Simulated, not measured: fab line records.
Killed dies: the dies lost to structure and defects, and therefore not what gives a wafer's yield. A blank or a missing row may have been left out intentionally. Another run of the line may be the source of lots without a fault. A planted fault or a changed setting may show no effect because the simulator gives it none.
Check of tool commonality :: flow gf180mcu :: 12 lots, 36 wafers sampled

## REASON IT WAS OPENED
Flagged at GF_TOP_METAL_CD_MEAS_14: reading cd-nm, on 2 of 12 lots. Wafers without a fault read 439.8 nm, standard deviation 2.
Rule: a lot is flagged when every wafer of it that has a number lies more than 4 standard deviations from that mean, or none has a number. As for the other lots, they are considered sound.

lot: L922
measured: day 28 10:53
on: cd-sem-02
cd-nm (nm), wafer by wafer: 442.8 441.7 441.7
flag: 

lot: L923
measured: day 28 21:58
on: cd-sem-01
cd-nm (nm), wafer by wafer: 440.1 441.9 439.0
flag: 

lot: L924
measured: day 29 03:52
on: cd-sem-02
cd-nm (nm), wafer by wafer: 438.4 439.6 436.1
flag: 

lot: L925
measured: day 29 15:54
on: cd-sem-02
cd-nm (nm), wafer by wafer: 439.9 438.9 441.5
flag: 

lot: L926
measured: day 29 22:25
on: cd-sem-01
cd-nm (nm), wafer by wafer: 440.4 440.0 438.9
flag: 

lot: L927
measured: day 30 08:04
on: cd-sem-02
cd-nm (nm), wafer by wafer: 439.5 438.8 439.8
flag: 

lot: L928
measured: day 30 15:46
on: cd-sem-01
cd-nm (nm), wafer by wafer: 439.9 440.7 441.0
flag: 

lot: L929
measured: day 31 07:25
on: cd-sem-01
cd-nm (nm), wafer by wafer: 442.5 442.4 442.9
flag: 

lot: L935
measured: day 32 09:39
on: cd-sem-01
cd-nm (nm), wafer by wafer: 372.8 348.2 373.5
flag: FLAGGED

lot: L936
measured: day 32 15:13
on: cd-sem-01
cd-nm (nm), wafer by wafer: 376.6 344.9 421.6
flag: FLAGGED

lot: L944
measured: day 34 12:32
on: cd-sem-01
cd-nm (nm), wafer by wafer: 440.2 441.4 441.8
flag: 

lot: L945
measured: day 34 17:53
on: cd-sem-01
cd-nm (nm), wafer by wafer: 439.1 437.7 440.5
flag: 
The numbers of the flagged lots are 372.9 nm on average: -66.9 nm against the usual, or -33 standard deviations.

## LOT BY LOT: THE TOOL USED
Before the reading, the record contains 3 process steps out of a 602-step route. In each cell: the tool, then ch and the chambers that the sampled wafers went through, then the start.
lot: L922
flag: 
GF_M3_SPUTTER_02: pvd-sputter-02, day 20 13:34
GF_M3_SPUTTER_03: pvd-sputter-02, day 20 13:37
GF_TOP_METAL_EXPOSE_11: iline-stepper-01 ch 0, day 28 01:14

lot: L923
flag: 
GF_M3_SPUTTER_02: pvd-sputter-04, day 21 03:42
GF_M3_SPUTTER_03: pvd-sputter-04, day 21 03:44
GF_TOP_METAL_EXPOSE_11: iline-stepper-02 ch 0, day 28 12:14

lot: L924
flag: 
GF_M3_SPUTTER_02: pvd-sputter-04, day 21 11:25
GF_M3_SPUTTER_03: pvd-sputter-04, day 21 11:26
GF_TOP_METAL_EXPOSE_11: iline-stepper-01 ch 0, day 28 18:56

lot: L925
flag: 
GF_M3_SPUTTER_02: pvd-sputter-01, day 22 03:28
GF_M3_SPUTTER_03: pvd-sputter-01, day 22 03:29
GF_TOP_METAL_EXPOSE_11: iline-stepper-02 ch 0, day 29 06:41

lot: L926
flag: 
GF_M3_SPUTTER_02: pvd-sputter-01, day 22 10:04
GF_M3_SPUTTER_03: pvd-sputter-01, day 22 10:05
GF_TOP_METAL_EXPOSE_11: iline-stepper-02 ch 0, day 29 13:04

lot: L927
flag: 
GF_M3_SPUTTER_02: pvd-sputter-01, day 23 00:19
GF_M3_SPUTTER_03: pvd-sputter-01, day 23 00:20
GF_TOP_METAL_EXPOSE_11: iline-stepper-01 ch 0, day 29 23:08

lot: L928
flag: 
GF_M3_SPUTTER_02: pvd-sputter-01, day 23 09:48
GF_M3_SPUTTER_03: pvd-sputter-01, day 23 09:50
GF_TOP_METAL_EXPOSE_11: iline-stepper-01 ch 0, day 30 06:19

lot: L929
flag: 
GF_M3_SPUTTER_02: pvd-sputter-02, day 24 04:28
GF_M3_SPUTTER_03: pvd-sputter-02, day 24 04:29
GF_TOP_METAL_EXPOSE_11: iline-stepper-01 ch 0, day 30 22:49

lot: L935
flag: FLAGGED
GF_M3_SPUTTER_02: pvd-sputter-04, day 25 11:16
GF_M3_SPUTTER_03: pvd-sputter-04, day 25 11:18
GF_TOP_METAL_EXPOSE_11: iline-stepper-02 ch 0, day 32 00:43

lot: L936
flag: FLAGGED
GF_M3_SPUTTER_02: pvd-sputter-04, day 25 19:59
GF_M3_SPUTTER_03: pvd-sputter-04, day 25 20:01
GF_TOP_METAL_EXPOSE_11: iline-stepper-02 ch 0, day 32 07:34

lot: L944
flag: 
GF_M3_SPUTTER_02: pvd-sputter-02, day 28 05:10
GF_M3_SPUTTER_03: pvd-sputter-02, day 28 05:11
GF_TOP_METAL_EXPOSE_11: iline-stepper-01 ch 0, day 34 04:50

lot: L945
flag: 
GF_M3_SPUTTER_02: pvd-sputter-04, day 28 11:16
GF_M3_SPUTTER_03: pvd-sputter-04, day 28 11:17
GF_TOP_METAL_EXPOSE_11: iline-stepper-01 ch 0, day 34 10:37
These steps, and what they do:
- GF_M3_SPUTTER_02: material AlCu, target thk 450 nm, time 23.9 s.
- GF_M3_SPUTTER_03: material Ti, target thk 10 nm, time 6.7 s.
- GF_TOP_METAL_EXPOSE_11: exposes mask MetalTop, target cd 440 nm.
- GF_TOP_METAL_CD_MEAS_14: target cd 440 nm.

## FLAGGED AGAINST TOTAL, ONE TOOL AT A TIME (gauges that did the reading follow at the end)
step: GF_M3_SPUTTER_02
tool: pvd-sputter-01
lots run: 4
flagged: 0
share of the flagged lots: none
sound lots run after its first flagged lot: -

step: GF_M3_SPUTTER_02
tool: pvd-sputter-02
lots run: 3
flagged: 0
share of the flagged lots: none
sound lots run after its first flagged lot: -

step: GF_M3_SPUTTER_02
tool: pvd-sputter-04
lots run: 5
flagged: 2
share of the flagged lots: all
sound lots run after its first flagged lot: 1 (L945)

step: GF_M3_SPUTTER_03
tool: pvd-sputter-01
lots run: 4
flagged: 0
share of the flagged lots: none
sound lots run after its first flagged lot: -

step: GF_M3_SPUTTER_03
tool: pvd-sputter-02
lots run: 3
flagged: 0
share of the flagged lots: none
sound lots run after its first flagged lot: -

step: GF_M3_SPUTTER_03
tool: pvd-sputter-04
lots run: 5
flagged: 2
share of the flagged lots: all
sound lots run after its first flagged lot: 1 (L945)

step: GF_TOP_METAL_EXPOSE_11
tool: iline-stepper-01
lots run: 7
flagged: 0
share of the flagged lots: none
sound lots run after its first flagged lot: -

step: GF_TOP_METAL_EXPOSE_11
tool: iline-stepper-02
lots run: 5
flagged: 2
share of the flagged lots: all
sound lots run after its first flagged lot: 0

step: GF_TOP_METAL_CD_MEAS_14
tool: cd-sem-01
lots run: 8
flagged: 2
share of the flagged lots: all
sound lots run after its first flagged lot: 2 (L944,L945)

step: GF_TOP_METAL_CD_MEAS_14
tool: cd-sem-02
lots run: 4
flagged: 0
share of the flagged lots: none
sound lots run after its first flagged lot: -

## WHAT THE TABLE ALLOWS
4 rows of the table ran every flagged lot: pvd-sputter-04 at GF_M3_SPUTTER_02, pvd-sputter-04 at GF_M3_SPUTTER_03, iline-stepper-02 at GF_TOP_METAL_EXPOSE_11, cd-sem-01 at GF_TOP_METAL_CD_MEAS_14.
- pvd-sputter-04 at GF_M3_SPUTTER_02: 2 of its 5 lots flagged. Sound lots ran on it after the first flagged one (L945), which a lasting fault on the whole tool wouldn't allow.
- pvd-sputter-04 at GF_M3_SPUTTER_03: 2 of its 5 lots flagged. Sound lots ran on it after the first flagged one (L945), which a lasting fault on the whole tool wouldn't allow.
- iline-stepper-02 at GF_TOP_METAL_EXPOSE_11: 2 of its 5 lots flagged. Last sound lot L926 at day 29 13:04, first flagged lot L935 at day 32 00:43; a fault beginning in between fits.
- cd-sem-01 at GF_TOP_METAL_CD_MEAS_14: 2 of its 8 lots flagged. Sound lots ran on it after the first flagged one (L944, L945), which a lasting fault on the whole tool wouldn't allow.
One tool is left: iline-stepper-02 at GF_TOP_METAL_EXPOSE_11.

## WHAT THE SIMULATOR HAD INSERTED
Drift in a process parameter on iline-stepper-02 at GF_TOP_METAL_EXPOSE_11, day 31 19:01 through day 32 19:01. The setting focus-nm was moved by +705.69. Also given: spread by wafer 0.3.
Struck lots among those shown: L935, L936. This agrees with what the rule above found.
